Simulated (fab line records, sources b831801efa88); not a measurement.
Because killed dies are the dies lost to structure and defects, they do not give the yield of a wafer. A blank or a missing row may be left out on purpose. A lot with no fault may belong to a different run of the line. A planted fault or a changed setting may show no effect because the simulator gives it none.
One fault through the eyes of 2 desks | flow gf180mcu | each desk has only its own numbers; what lay behind them comes last

## DESK OF THE TOOL OWNER: furnace-02
The tool's own readings at GF_DUAL_GATE_OXIDATION_15 (stabilise 600 s, purge 300 s, target thk 7.098 nm): means of the sampled wafers that have a number, for each lot that ran on this tool. Any lot whose mean is over 4 standard deviations away from the usual mean is out of limits and marked OUT; that distance is given in the brackets.
Columns: A = spike tc centre C at GF_DUAL_GATE_OXIDATION_15, usual 851.5 C; B = spike tc top C at GF_DUAL_GATE_OXIDATION_15, usual 867.5 C; C = spike tc upper C at GF_DUAL_GATE_OXIDATION_15, usual 850.1 C; D = zone power centre pct at GF_DUAL_GATE_OXIDATION_15, usual 17.71 %; E = zone power top pct at GF_DUAL_GATE_OXIDATION_15, usual 31.8 %; F = zone power upper pct at GF_DUAL_GATE_OXIDATION_15, usual 15.8 %
lot  | first seen here | A                | B     | C               | D               | E               | F
L323 | day 8 06:54     | 851.1            | 865.8 | 850.0           | 17.92           | 34.5            | 17.6
L325 | day 8 23:28     | 852.8            | 865.9 | 850.3           | 17.90           | 34.7            | 17.7
L329 | day 10 04:07    | 851.9            | 866.3 | 849.5           | 18.01           | 34.4            | 17.8
L334 | day 11 13:01    | 851.4            | 865.4 | 850.4           | 17.92           | 34.4            | 17.6
L345 | day 14 17:57    | 855.0            | 872.2 | 814.0 (-38) OUT | 24.31 (+24) OUT | 42.9 (+5.3) OUT | 3.4 (-8.3) OUT
L346 | day 14 22:36    | 856.8 (+5.4) OUT | 872.2 | 813.2 (-39) OUT | 24.04 (+23) OUT | 42.5 (+5.1) OUT | 3.4 (-8.3) OUT
This desk's verdict: out of limits on L345, L346, starting with L345 at day 14 17:57 (spike tc upper C at GF_DUAL_GATE_OXIDATION_15). Within limits: L323, L325, L329, L334.

## AT THE METROLOGY DESK
What the gauges read, lot by lot, whatever tool the lot ran on: means of the sampled wafers that have a number. Any lot whose mean is over 4 standard deviations away from the usual mean is out of limits and marked OUT; that distance is given in the brackets.
Columns: A = STI_CVD_23_THK at GF_STI_THK_MEAS_24, usual 651 nm; B = MVPSD_OVL at GF_MVPSD_OVL_MEAS_07, usual 0.5 nm; C = cd nm at GF_PSD_CD_MEAS_07, usual 400.5 nm
lot  | first seen here | A   | B    | C
L323 | day 2 03:47     | 646 | -0.7 | 399.9
L324 | day 2 08:58     | 651 | -0.3 | 401.5
L325 | day 2 13:47     | 656 | 0.6  | 402.4
L326 | day 2 18:47     | 656 | 1.3  | 398.8
L328 | day 3 05:01     | 649 | 1.5  | 396.8
L329 | day 3 11:17     | 655 | -0.4 | 398.5
L330 | day 3 17:41     | 643 | 2.0  | 398.5
L331 | day 3 20:50     | 651 | -0.8 | 398.4
L334 | day 4 12:18     | 643 | 0.5  | 398.4
L335 | day 4 17:47     | 649 | 0.5  | 397.8
L336 | day 4 23:37     | 650 | 2.0  | 399.6
L337 | day 5 03:39     | 642 | 0.8  | 402.8
L345 | day 6 20:28     | 656 | -0.9 | 401.4
L346 | day 7 01:56     | 655 | 1.9  | 403.8
This desk found nothing out of limits on any of the 14 lots.

## PUT TOGETHER
The tool owner's desk could have raised an alarm at day 14 17:57, on L345, L346.
Metrology desk: nothing out of limits seen.
The metrology desk has L345, L346 on record, within its limits.
GF_DUAL_GATE_OXIDATION_15 was run on furnace-02 by each of the lots named.

## WHAT WAS PUT IN BY THE SIMULATOR
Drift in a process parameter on furnace-02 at GF_DUAL_GATE_OXIDATION_15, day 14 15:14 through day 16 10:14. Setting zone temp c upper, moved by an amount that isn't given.
Struck lots among those shown: L345, L346.
Time in hours from fault onset to the first out-of-limits reading at each desk: the tool owner's desk, 3.
